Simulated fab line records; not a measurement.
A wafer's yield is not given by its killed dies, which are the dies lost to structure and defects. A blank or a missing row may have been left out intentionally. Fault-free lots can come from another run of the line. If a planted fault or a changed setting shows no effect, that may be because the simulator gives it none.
Struck lot and sound lot, side by side    flow sky130    16 out of 708 route steps
Sound: the wafers L496.1, L496.3, L496.6. Struck: wafers L503.3, L503.4, L503.5. The cause comes at the end.
At each step with rows: each side's tool, then ch and its chambers, then its first start. Under that, the readings that differ: sound wafers    struck wafers    difference of the means    sigmas: that difference in standard deviations of wafers without a fault.
alike: readings with means less than 2 such deviations apart, plus words and numbers identical on both sides. not compared: withheld readings, readings lacking a value on some wafer, bounds such as >300 that could conceal the same value, and numbers that have no deviation in the record and whose values overlap.
The two part at a step that has a row with sigmas, a row that says differs or no value, or rows on one side only. Non-overlapping numbers with no deviation appear without sigmas and do not part them. Lack of a reading on every wafer of one side parts them only where that side has two or more wafers.

first, 5 steps without rows for these wafers: SKY_SONOS_TUNNEL_COAT_02 (resist thk 1140 nm); SKY_SONOS_TUNNEL_SOFTBAKE_03 (time 60 s); SKY_SONOS_TUNNEL_EXPOSE_04 (exposes mask TUNM, target cd 410 nm); SKY_SONOS_TUNNEL_PEB_05; SKY_SONOS_TUNNEL_DEVELOP_06 (develop time 60 s).
SKY_SONOS_TUNNEL_CD_MEAS_07 targets a cd of 410 nm.
  struck on cd sem-02, day 13 15:28; sound on cd sem-02, day 11 12:20
  alike: cd nm
SKY_SONOS_TUNNEL_OVL_MEAS_08:
  struck on overlay-01, day 13 15:34; sound on overlay-02, day 11 12:27
  alike: SONOS_TUNNEL_OVL
then, 3 steps without rows for these wafers: SKY_SONOS_TUNNEL_IMPLANT_09; SKY_SONOS_TUNNEL_WET_ETCH_10 (etches SiO2 in dHF, target depth 14 nm, time 280 s); SKY_SONOS_TUNNEL_STRIP_11 (strips in SPM, time 600 s).
SKY_SONOS_TUNNEL_TW_MEAS_12:
  struck on film metro-03, day 13 16:02; sound on film metro-03, day 11 12:54
  alike: SONOS_TUNNEL_TW
then, 1 step without rows for these wafers: SKY_SONOS_TUNNEL_CLEAN_13 (cleans in dHF, time 20 s).
SKY_SONOS_ONO_OXIDATION_00: stabilise 600 s, purge 300 s, target thk 2.6 nm.
  sound on furnace-02 ch 0, day 11 14:19; struck on furnace-01 ch 0, day 13 16:56
reading                                           sound              struck                difference  sigmas
spike tc bottom C (C)                             814.8 813.9 816.1  786.9 786.8 785.7     -28.5       -10
spike tc centre C (C)                             802.5 802.8 801.4  775.5 775.3 777.1     -26.3       -16
spike tc lower C (C)                              802.9 801.7 799.6  777.7 775.4 778.2     -24.3       -22
spike tc top C (C)                                809.7 809.5 811.6  791.0 793.0 792.2     -18.2       -7
spike tc upper C (C)                              799.5 799.3 800.3  776.8 775.3 777.0     -23.3       -25
tube center temp C (C)                            799.99 800 800.13  776.97 776.96 776.93  -23.09      -99 or more
tube_center_temp_C_max                            802.0 801.9 801.5  779.2 778.9 779.2     -22.7       -65
model.SiO2_of_SONOS_ONO_OXIDATION_00.thk nm (nm)  2.61 2.594 2.649   1.875 1.903 1.905     -0.723      
SKY_SONOS_ONO_THK_MEAS_01:
  struck on film metro-03, day 13 18:18; sound on film metro-04, day 11 15:40
reading                       sound           struck          difference  sigmas
SONOS_ONO_OXIDATION_THK (nm)  2.59 2.62 2.64  1.86 1.88 1.90  -0.74       -13
then, 1 step without rows for these wafers: SKY_SONOS_ONO_CVD_02 (deposits Si3N4 from DCS/NH3, target thk 10.5 nm, time 173.3 s).
-- here the record skips 34 days between the struck wafers' starts before and after, leaving off in module SONOS_ONO and picking up in module PAD_OPEN (first step shown: number 708 of the route) --
SKY_PAD_OPEN_PROBE_99:
  struck on prober-01, day 48 01:26; sound on prober-01, day 45 16:46
reading                                  sound                   struck                   difference  sigmas
model.etest.sonos erased.drive ua um     190.8 196.3 201.7       291.7 228.1 233.8        +54.9       
model.etest.sonos uncharged.r on ohm um  808.3 802.1 806.7       781.8 778.2 796.5        -20.2       
model.etest.cap ono.gate log10 a cm2     -7.471 -7.525 -7.844    -7.051 -7.026 -6.995     +0.589      
model.etest.cap ono.gate bv v (V)        15.93 16.17 16          15.75 15.44 15.35        -0.52       
model.etest.cap ono.tox acc nm (nm)      12.58 12.58 12.84       12.14 12.13 12.15        -0.53       
model.etest.sonos erased.vt v (V)        -2.386 -2.399 -2.306    -2.687 -2.639 -2.632     -0.289      
model.etest.sonos baked.vt less v (V)    -0.5894 -0.555 -0.5366  -0.7632 -0.7991 -0.7611  -0.2141     
model.etest.sonos baked.vt v (V)         1.041 1.024 0.9578      0.7974 0.8088 0.806      -0.2035     
  alike: killed_at_M0_to_M3, killed_at_M4_up, killed at contacts, killed at front end, killed at other, killed dies, killed open, killed short

WHERE THEY PART
At SKY_SONOS_ONO_OXIDATION_00 first; at SKY_SONOS_ONO_THK_MEAS_01 last (within this record only). Later steps at which nothing parts them and some readings are alike: SKY_PAD_OPEN_PROBE_99.

WHY: what the simulator had put in
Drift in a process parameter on furnace-01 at SKY_SONOS_ONO_OXIDATION_00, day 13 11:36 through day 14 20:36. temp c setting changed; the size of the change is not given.
